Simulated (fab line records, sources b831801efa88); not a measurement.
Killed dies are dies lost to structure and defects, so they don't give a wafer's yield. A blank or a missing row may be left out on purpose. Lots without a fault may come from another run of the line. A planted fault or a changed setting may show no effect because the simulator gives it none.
fab line records | flow sky130
record lots=7 wafers=21 last_day=50
route steps=708 shown RES_XHIGH@334 SD_N@342 PAD_OPEN@708
lots that met no fault: from a run of the same line without faults
start_h: hours from the record's first day to the start of the lot's first wafer shown | wait_h: hours since the lot's step before | " the same as in the row above | L1.1+2: a row that stands for several wafers | - no value, or no start given | * or withheld: withheld | < > ~ a bound
route shown NAME@n: a module of which the file shows steps, and the number in the route of the first | usual: mean/standard deviation of fault-free wafers | same: alike in all rows | chamber/n: place in a boat | sites: the reading at each site | _std_site: their standard deviation | _edge_site: outer sites' mean less inner sites' | radius_mm: how far each site lies from the wafer's centre | mask NAME#n: copy n | behind: the tool/chamber that last shaped the wafer | hold: why the lot was held/for how many hours/how that ended | device: the transistor (n, p or np) that didn't switch | end of line: the same wafers' tests at the end of the route | a step without rows: its recipe alone | killed: dies lost to structure and defects at the first sort, not the wafer's yield | map: a wafer's dies, x killed, . not, _ none there
set.NAME: the setting as run; set.NAME@STEP: as run at that earlier step | model.NAME: the simulator's own value behind a step, which no gauge read
lots at some steps of the route; a table a step, a row a wafer
services: from which hour (start_h, from the record's first day; less than 0 if before it) a tool's chamber was out of use, for how many hours, and why
## steps
# step SKY_RES_XHIGH_COAT_02
# recipe resist=NOVOLAK spin_rpm=3000 resist_thk_nm=1140
# step SKY_RES_XHIGH_SOFTBAKE_03
# recipe temp_c=90 time_s=60 resist=NOVOLAK
# step SKY_RES_XHIGH_EXPOSE_04
# recipe mask_id=URPM na=0.6 source_shape=conventional sigma_outer=0.6 polarization=unpolarized target_cd_nm=1270 dose_mj=140
# step SKY_RES_XHIGH_PEB_05
# recipe temp_c=withheld time_s=* resist=NOVOLAK
# step SKY_RES_XHIGH_DEVELOP_06
# recipe resist=NOVOLAK developer=TMAH develop_time_s=60 dev_temp_c=23
# step SKY_RES_XHIGH_IMPLANT_07
# recipe species=BF2 energy_kev=20 dose_cm2=3.6e+14 tilt_deg=0
# step SKY_RES_XHIGH_STRIP_08
# recipe chemistry=O2/N2 power_w=1400 pressure_mtorr=1500 platen_temp_c=withheld o2_flow_sccm=3000 n2_flow_sccm=300 overash_fraction=0.5
# usual drypump_motor_current_A=5.6/0.42 oes_product_au=0.710/0.0048 strip_time_to_endpoint_s=14.29/0.035
# columns lot.wafer tool chamber start_h wait_h drypump_motor_current_A oes_product_au rf_hours_counter_h strip_time_to_endpoint_s
L565.1 plasma_asher-01 0 620.44 0.1 5.5 0.719 45 14.30
L565.2 " 1 " " 5.2 0.721 45 14.29
L565.6 " 0 " " 5.5 0.705 - 14.27
L573.4 plasma_asher-02 0 699.43 0.1 6.0 0.710 - 14.27
L573.5 " 1 " " 6.1 0.711 - 14.30
L573.6 " 0 " " 6.0 0.708 - 14.30
L578.2 plasma_asher-01 0 730.41 0.1 5.5 0.714 57 14.28
L578.3 " 0 " " 5.5 0.702 - 14.28
L578.5 " 0 " " 5.5 0.705 - 14.29
L577.1 plasma_asher-02 0 730.45 0.1 6.0 0.717 96 14.30
L577.2 " 1 " " 6.1 0.706 96 14.24
L577.5 " 1 " " 6.1 0.718 - 14.29
L579.4 plasma_asher-02 0 740.09 0.1 5.9 0.715 - 14.30
L579.5 " 0 " " 6.0 0.715 - 14.29
L579.6 " 1 " " 6.1 0.714 - 14.24
L580.1 plasma_asher-02 1 740.96 0.1 6.1 0.702 98 14.34
L580.3 " 1 " " 6.1 0.706 - 14.33
L580.5 " 1 " " 6.2 0.713 - 14.29
L587.1 plasma_asher-02 1 797.46 0.1 6.1 0.707 103 14.27
L587.2 " 0 " " 6.0 0.715 103 14.26
L587.5 " 0 " " 6.0 0.710 - 14.31
# step SKY_RES_XHIGH_TW_MEAS_09
# usual RES_XHIGH_TW=1640/18
# columns lot.wafer tool chamber start_h wait_h RES_XHIGH_TW
L565.1 film_metro-04 - 620.54 0.1 1664
L565.2 " - " " 1653
L565.6 " - " " 1666
L573.4 film_metro-04 - 699.53 0.1 1656
L573.5 " - " " 1656
L573.6 " - " " 1661
L578.2 film_metro-04 - 730.52 0.1 1644
L578.3 " - " " 1642
L578.5 " - " " 1647
L577.1 film_metro-03 - 730.55 0.1 1648
L577.2 " - " " 1637
L577.5 " - " " 1638
L579.4 film_metro-02 - 740.19 0.1 1622
L579.5 " - " " 1618
L579.6 " - " " 1618
L580.1 film_metro-04 - 741.06 0.1 1643
L580.3 " - " " 1651
L580.5 " - " " 1647
L587.1 film_metro-04 - 797.56 0.1 1652
L587.2 " - " " 1657
L587.5 " - " " 1650
# step SKY_SD_N_DEHYDRATE_00
# recipe temp_c=200 time_s=60
# step SKY_SD_N_HMDS_01
# recipe prime_time_s=60 prime_temp_c=120
# step SKY_SD_N_COAT_02
# recipe resist=NOVOLAK spin_rpm=3000 resist_thk_nm=1140
# step SKY_SD_N_SOFTBAKE_03
# recipe temp_c=90 time_s=60 resist=NOVOLAK
# step SKY_SD_N_EXPOSE_04
# recipe mask_id=NSDM na=0.6 source_shape=conventional sigma_outer=0.6 polarization=unpolarized target_cd_nm=380 dose_mj=141
# columns lot.wafer tool chamber start_h wait_h mask model.SD_N.overlay_x_nm
L565.1+2+6 iline_stepper-02 0 634.61 - NSDM#0 -0.5436
L573.4+5+6 iline_stepper-01 0 713.07 - NSDM#0 0.6395
L578.2+3+5 iline_stepper-01 0 744.03 - NSDM#0 -100.8
L577.1+2+5 iline_stepper-02 0 744.41 - NSDM#0 -1.293
L579.4+5+6 iline_stepper-01 0 754.97 - NSDM#0 -100.7
L580.1+3+5 iline_stepper-01 0 755.46 - NSDM#0 -102.8
L587.1+2+5 iline_stepper-02 0 811.44 - NSDM#0 -0.2566
# step SKY_SD_N_PEB_05
# recipe temp_c=withheld time_s=* resist=NOVOLAK
# step SKY_SD_N_DEVELOP_06
# recipe resist=NOVOLAK developer=TMAH develop_time_s=60 dev_temp_c=23
# step SKY_SD_N_CD_MEAS_07
# recipe target_cd_nm=380
# usual cd_nm=379.8/2.1
# columns lot.wafer tool chamber start_h wait_h cd_nm
L565.1 cd_sem-01 - 647.04 0.1 380.2
L565.2 " - " " 380.7
L565.6 " - " " 379.6
L573.4 cd_sem-02 - 727.65 0.1 378.7
L573.5 " - " " 379.6
L573.6 " - " " 377.7
L578.2 cd_sem-02 - 758.13 0.1 379.3
L578.3 " - " " 380.7
L578.5 " - " " 382.0
L577.1 cd_sem-01 - 758.39 0.1 378.9
L577.2 " - " " 378.3
L577.5 " - " " 377.9
L579.4 cd_sem-01 - 766.85 0.1 380.3
L579.5 " - " " 383.1
L579.6 " - " " 380.5
L580.1 cd_sem-01 - 767.39 0.1 379.3
L580.3 " - " " 376.3
L580.5 " - " " 380.1
L587.1 cd_sem-01 - 823.49 0.1 381.8
L587.2 " - " " 381.0
L587.5 " - " " 382.9
# step SKY_SD_N_OVL_MEAS_08
# usual SD_N_OVL=-0.8/1.2
# columns lot.wafer tool chamber start_h wait_h SD_N_OVL[nm]
L565.1 overlay-02 - 647.16 0.1 -0.7
L565.2 " - " " 0.0
L565.6 " - " " -1.7
L573.4 overlay-02 - 727.73 0.1 -0.7
L573.5 " - " " 0.1
L573.6 " - " " -1.2
L578.2 overlay-01 - 758.23 0.1 -102.6
L578.3 " - " " -100.5
L578.5 " - " " -99.5
L577.1 overlay-02 - 758.51 0.1 -0.6
L577.2 " - " " -1.5
L577.5 " - " " -1.2
L579.4 overlay-01 - 766.93 0.1 -101.8
L579.5 " - " " -102.5
L579.6 " - " " -100.9
L580.1 overlay-01 - 767.51 0.1 -104.3
L580.3 " - " " -102.9
L580.5 " - " " -103.7
L587.1 overlay-01 - 823.61 0.1 -1.0
L587.2 " - " " -0.9
L587.5 " - " " -0.1
# step SKY_SD_N_IMPLANT_09
# recipe species=As energy_kev=50 dose_cm2=4e+15 tilt_deg=0
# step SKY_PAD_OPEN_PROBE_99
# usual killed_at_M0_to_M3=44/7.5 killed_at_M4_up=3.3/1.8 killed_at_contacts=25/5.9 killed_at_front_end=16/4.7 killed_at_other=0.3/0.52 killed_dies=89/9.9 killed_open=49/7.8 killed_short=40/5.8
# same gross_dies=492 killed_at_back_side=0
# columns lot.wafer tool chamber start_h wait_h killed_at_M0_to_M3 killed_at_M4_up killed_at_contacts killed_at_front_end killed_at_other killed_dies killed_open killed_short
L565.1 prober-01 - 1077.16 0.1 40 2 31 21 1 95 60 35
L565.2 prober-01 - 1077.21 0.1 61 2 23 28 0 114 62 52
L565.6 prober-01 - 1077.41 0.2 39 6 26 22 1 94 48 46
L573.4 prober-01 - 1133.23 0.2 39 5 28 23 1 96 53 43
L573.5 prober-01 - 1133.28 0.2 38 3 25 15 0 81 41 40
L573.6 prober-01 - 1133.33 0.2 45 5 22 15 1 88 54 34
# killed by level:class
L565.1 CONTACT:geometric_particle:open=15 VIA1:geometric_particle:open=13 FIELD_ISO:geometric_particle:open=7 CONTACT:geometric_particle:short=7 VIA2:geometric_particle:open=6 VIA1:geometric_particle:short=5 POLY_GATE:geometric_particle:open=4 LI_CONTACT:geometric_particle:open=4
L565.2 VIA1:geometric_particle:open=13 VIA2:geometric_particle:open=10 FIELD_ISO:geometric_particle:short=8 POLY_GATE:geometric_particle:open=8 CONTACT:geometric_particle:open=8 VIA3:geometric_particle:open=7 METAL3:geometric_particle:short=6 LI_CONTACT:geometric_particle:open=5
L565.6 VIA1:geometric_particle:open=11 CONTACT:geometric_particle:open=8 CONTACT:geometric_particle:short=7 VIA2:geometric_particle:open=7 FIELD_ISO:geometric_particle:short=5 POLY_GATE:geometric_particle:open=5 POLY_GATE:geometric_particle:short=5 LI_CONTACT:geometric_particle:open=5
L573.4 FIELD_ISO:geometric_particle:open=12 CONTACT:geometric_particle:open=8 VIA1:geometric_particle:open=8 METAL1:geometric_particle:short=8 CONTACT:geometric_particle:short=7 LI_CONTACT:geometric_particle:open=6 VIA3:geometric_particle:open=6 POLY_GATE:geometric_particle:open=5
L573.5 LI_CONTACT:geometric_particle:open=9 VIA3:geometric_particle:open=8 LOCAL_INTERCONNECT:geometric_particle:short=8 VIA1:geometric_particle:short=7 CONTACT:geometric_particle:open=5 VIA1:geometric_particle:open=5 FIELD_ISO:geometric_particle:short=4 METAL3:geometric_particle:short=4
L573.6 CONTACT:geometric_particle:open=13 VIA1:geometric_particle:open=10 FIELD_ISO:geometric_particle:open=7 VIA2:geometric_particle:open=7 VIA3:geometric_particle:open=7 LI_CONTACT:geometric_particle:open=5 METAL1:geometric_particle:short=5 METAL3:geometric_particle:short=4
## services
# columns tool chamber start_h hours kind
iline_stepper-01 - 624.48 8.9 pm
iline_stepper-01 - 657.97 4.9 repair
iline_stepper-02 - 669.02 8.7 repair
iline_stepper-01 - 677.70 1.7 pm
plasma_asher-02 - 680.40 2.8 pm
iline_stepper-02 0 694.75 - calibration
iline_stepper-01 0 718.68 - calibration
iline_stepper-02 - 754.29 1.7 pm
plasma_asher-02 - 757.55 0.7 repair
iline_stepper-02 - 807.47 3.6 repair
plasma_asher-01 - 810.50 2.8 pm
## key
first_sign step=SKY_SD_N_OVL_MEAS_08 reading=SD_N_OVL direction=down sigmas=82 usual=-0.8 struck=-102.1
effect none on later readings
model_effect step=SKY_SD_N_EXPOSE_04 value=SD_N.overlay_x_nm without=-0.2906 struck=-101.4
met_at SKY_SD_N_EXPOSE_04
struck_wafers L578.2,L578.3,L578.5,L579.4,L579.5,L579.6,L580.1,L580.3,L580.5
tester_left_out L578,L579,L580
onset_between 713.07 744.03
fault kind=scanner_matching_overlay tool=iline_stepper-01 chamber=- onset_h=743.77 steps=SKY_SD_N_EXPOSE_04 offset=-101.14
# tester_left_out: of these lots the tester's yield and bins aren't shown, on N5 and GAA mostly nor the transistor test; their killed dies are dies lost to structure and defects alone, not to doping, threshold or leakage, so they don't give the yield
